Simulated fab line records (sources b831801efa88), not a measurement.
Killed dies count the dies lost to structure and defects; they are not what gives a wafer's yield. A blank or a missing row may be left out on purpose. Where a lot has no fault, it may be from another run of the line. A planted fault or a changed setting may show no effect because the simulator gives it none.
Chamber matching    flow gf180mcu    4 sister chambers for GF_V1_CMP_26 on cmp-01
The step polishes, stops on SiO2, t overpolish 15 s, target thk 0 nm. 4 wafers are shown with their chamber, then 7 later ones without.

WAFERS WITH THEIR CHAMBER
wafer   chamber  motor current A (A)
L118.4  1        9.5
L119.5  2        12.4
L121.3  0        12.3
L121.4  3        9.6

WAFERS MISSING THEIR CHAMBER
wafer   motor current A (A)
L121.5  10.7
L124.2  10.2
L124.5  10.0
L124.6  13.1
L126.2  11.1
L126.3  12.1
L126.6  11.5

EACH ONE'S CHAMBER
wafer   from the rows above                in truth
L121.5  can't be placed: 3 or 1 or 0 or 2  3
L124.2  can't be placed: 3 or 1 or 0       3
L124.5  can't be placed: 3 or 1            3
L124.6  can't be placed: 2 or 0            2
L126.2  can't be placed: 0 or 2 or 3 or 1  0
L126.3  can't be placed: 0 or 2            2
L126.6  can't be placed: 0 or 2 or 3 or 1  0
Placed correctly: 0 of 7. Can't be placed from these rows: 7 (the true chamber is among the candidates in 7). Placed wrongly: 0.
How it was worked out, from the rows above alone: a wafer's distance from a chamber is the root of the sum, over the readings, of the square of ((its reading less the chamber's mean) divided by the reading's scatter). If the next closest chamber is less than 2 further off than the closest, the wafer can't be placed; otherwise it belongs to the closest. For every chamber, the mean is computed from those of its wafers that are shown. The scatter: root of mean squared gap, hidden wafer to nearest shown wafer, with one shown wafer a chamber.
